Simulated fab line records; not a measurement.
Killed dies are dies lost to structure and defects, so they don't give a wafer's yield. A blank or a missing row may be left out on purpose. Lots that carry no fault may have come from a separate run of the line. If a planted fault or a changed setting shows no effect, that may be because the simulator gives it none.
One fault seen from 2 desks -- flow gf180mcu -- numbers are kept per desk, each desk with only its own; the story behind them comes last

## THE METROLOGY DESK
Lot by lot, what the gauges showed, no matter which tool ran the lot: averages of those sampled wafers that carry a number. Marked OUT: a lot whose mean sits more than 4 standard deviations from the usual mean, which makes it out of limits; the brackets give that distance.
Columns: A = V2_OVL at GF_V2_OVL_MEAS_15, usual 1 nm; B = V4_W_THK at GF_V4_THK_MEAS_25, usual 360 nm
lot,first seen here,A,B
L914,day 20 01:08,7,365
L915,day 20 15:41,-5,355
L916,day 20 21:07,4,357
L917,day 21 06:31,-4,361
L918,day 21 19:40,4,361
L919,day 22 08:59,-0,371
L920,day 22 19:49,-4,368
L925,day 24 08:13,1,356
L926,day 24 15:10,-2,356
L927,day 24 23:37,4,349
L928,day 25 05:49,7,360
L932,day 26 14:43,-4,351
L934,day 26 23:13,-1,356
This desk's verdict: no lot among the 13 shows anything out of limits.

## FOR THE TOOL OWNER'S DESK: plasma asher-04
The tool's own readings at GF_SAB_STRIP_13 (strips in O2/N2): means of the sampled wafers that have a number, for each lot that ran on this tool. Marked OUT: a lot whose mean sits more than 4 standard deviations from the usual mean, which makes it out of limits; the brackets give that distance.
Columns: A = chamber pressure mTorr at GF_SAB_STRIP_13, usual 1500.2 mTorr; B = drypump motor current A at GF_SAB_STRIP_13, usual 5.5 A; C = heater power w at GF_SAB_STRIP_13, usual 346 W; D = o2 flow sccm at GF_SAB_STRIP_13, usual 3002 sccm; E = oes product au at GF_SAB_STRIP_13, usual 0.710 a.u.; F = strip time to endpoint s at GF_SAB_STRIP_13, usual 12.49 s
lot,first seen here,A,B,C,D,E,F
L916,day 15 17:10,1500.7,5.3,351,2996,0.710,12.49
L918,day 16 16:04,1501.9,5.9,350,3001,0.712,12.48
L925,day 19 03:49,1498.6,4.7,345,3002,0.707,12.50
L926,day 19 10:27,1500.6,5.3,349,2996,0.708,12.52
L927,day 19 20:21,1499.7,5.3,352,2992,0.712,12.51
This desk's verdict: no lot among the 5 shows anything out of limits.

## TAKEN TOGETHER
From the metrology desk's view, nothing was out of limits.
The tool owner's desk saw nothing out of limits.

## WHAT THE SIMULATOR HAD PUT IN
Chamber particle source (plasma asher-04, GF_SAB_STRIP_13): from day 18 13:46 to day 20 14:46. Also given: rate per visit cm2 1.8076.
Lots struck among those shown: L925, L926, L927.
